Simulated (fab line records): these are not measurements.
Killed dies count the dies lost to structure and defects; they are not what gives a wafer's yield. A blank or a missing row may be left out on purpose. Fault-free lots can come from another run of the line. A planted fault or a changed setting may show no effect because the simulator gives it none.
Struck lot and sound lot, side by side ; flow gf180mcu ; 21 out of 602 route steps
Sound: the wafers L292.3, L292.4, L292.6. Wafers struck: L302.2, L302.3, L302.5. The cause is named last.
At each step with rows: each side's tool, then ch and its chambers, then its first start. Under that, the readings that differ: sound wafers ; struck wafers ; difference of the means ; sigmas: that difference in standard deviations of wafers without a fault.
alike: a reading whose means differ by less than 2 such deviations, as well as words and numbers matching on both sides. not compared: withheld readings; readings where some wafer has no value; bounds like >300 that might hide an equal value; numbers whose values overlap and for which the record gives no deviation.
A row with sigmas, a row that says differs or no value, or rows on one side alone: a step with any of these is where the two part. Numbers that have no deviation but don't overlap get no sigmas and don't part them. A reading missing from all wafers of one side parts the sides only when that side holds two or more wafers.

GF_MIM_SPUTTER_02: material AlCu, target thk 450 nm, time 23.9 s.
  sound: pvd_sputter-02 at day 25 18:08; struck: pvd_sputter-01 at day 29 08:18
  alike: cathode_dc_power_W, throttle_valve_pct
GF_MIM_SPUTTER_03: material Ti, target thk 10 nm, time 6.7 s.
  sound: pvd_sputter-02 at day 25 18:10; struck: pvd_sputter-01 at day 29 08:20
  alike: cathode_dc_power_W, throttle_valve_pct
then, 2 steps without rows for these wafers: GF_MIM_SPUTTER_04 (material TiN, target thk 50 nm, time 41.7 s); GF_MIM_CVD_05 (deposits Si3N4, target thk 42 nm, time 29.086 s).
GF_MIM_THK_MEAS_06:
  sound: film_metro-03 at day 25 18:16; struck: film_metro-01 at day 29 08:26
  alike: MIM_CVD_05_THK
GF_MIM_SPUTTER_07: material TiN, target thk 60 nm, time 50 s.
  sound: pvd_sputter-01 at day 25 18:19; struck: pvd_sputter-02 at day 29 08:29
  alike: cathode_dc_power_W, throttle_valve_pct
GF_MIM_SPUTTER_08: material AlCu, target thk 200 nm, time 10.93 s.
  sound: pvd_sputter-01 at day 25 18:22; struck: pvd_sputter-02 at day 29 08:32
  alike: cathode_dc_power_W, throttle_valve_pct
GF_MIM_SPUTTER_09: material TiN, target thk 35 nm, time 29.2 s.
  sound: pvd_sputter-01 at day 25 18:23; struck: pvd_sputter-02 at day 29 08:33
  alike: cathode_dc_power_W, throttle_valve_pct
GF_MIM_RS_MEAS_10: the measuring method here is four-point-probe.
  sound: film_metro-01 at day 25 18:27; struck: film_metro-02 at day 29 08:37
  alike: MIM_ALCU_RS
GF_MIM_THK_MEAS_11: measures by xrf.
  sound: film_metro-01 at day 25 18:33; struck: film_metro-02 at day 29 08:43
  alike: MIM_ALCU_THK
then, 2 steps without rows for these wafers: GF_MIM_DEHYDRATE_12 (time 60 s); GF_MIM_HMDS_13 (prime time 60 s).
GF_MIM_COAT_14: resist thk 1000 nm.
  sound on litho_track-03 ch 0, day 26 04:28; struck on litho_track-02 ch 0, day 29 17:31
reading;sound;struck;difference;sigmas
model.NOVOLAK_of_MIM_COAT_14.thk_nm (nm);996.5 998.9 1001;1075 1076 1075;+77;
  alike: resist_line_temp_C
then, 4 steps without rows for these wafers: GF_MIM_SOFTBAKE_15 (time 60 s); GF_MIM_EXPOSE_16 (exposes mask FuseTop, target cd 2000 nm); GF_MIM_PEB_17; GF_MIM_DEVELOP_18 (develop time 60 s).
GF_MIM_METAL_ETCH_19: etches the open film in Cl2/BCl3, stops on Si3N4, target depth 324.5 nm, time 54.1 s.
  sound on rie_metal-02 ch 0,1, day 26 15:08; struck on rie_metal-02 ch 0,1, day 30 03:37
reading;sound;struck;difference;sigmas
model.NOVOLAK_of_MIM_COAT_14.thk_nm (nm);866.7 870.6 871.8;943.7 944.7 946.1;+75.1;
  alike: bias_w, drypump_motor_current_A, oes_product_au, rf_fwd_power_W, throttle_valve_pct
  not compared: rf_hours_counter_h
GF_MIM_STRIP_20: strips in O2/N2.
  sound on plasma_asher-03 ch 0,1, day 26 15:13; struck on plasma_asher-04 ch 0,1, day 30 03:41
reading;sound;struck;difference;sigmas
oes_product_au (a.u.);0.686 0.689 0.686;0.706 0.712 0.717;+0.025;+5
strip_time_to_endpoint_s (s);11.18 11.23 11.25;12.07 12.09 12.10;+0.87;+23
  alike: drypump_motor_current_A, heater_power_w, n2_flow_sccm
  not compared: rf_hours_counter_h
then, 2 steps without rows for these wafers: GF_MIM_STRIP_21 (strips in post etch residue remover, time 1200 s); GF_PASSIVATION_PROBE_99.

## WHERE THEY PART
GF_MIM_STRIP_20 only, going by this record.

WHY: whatever the simulator had introduced
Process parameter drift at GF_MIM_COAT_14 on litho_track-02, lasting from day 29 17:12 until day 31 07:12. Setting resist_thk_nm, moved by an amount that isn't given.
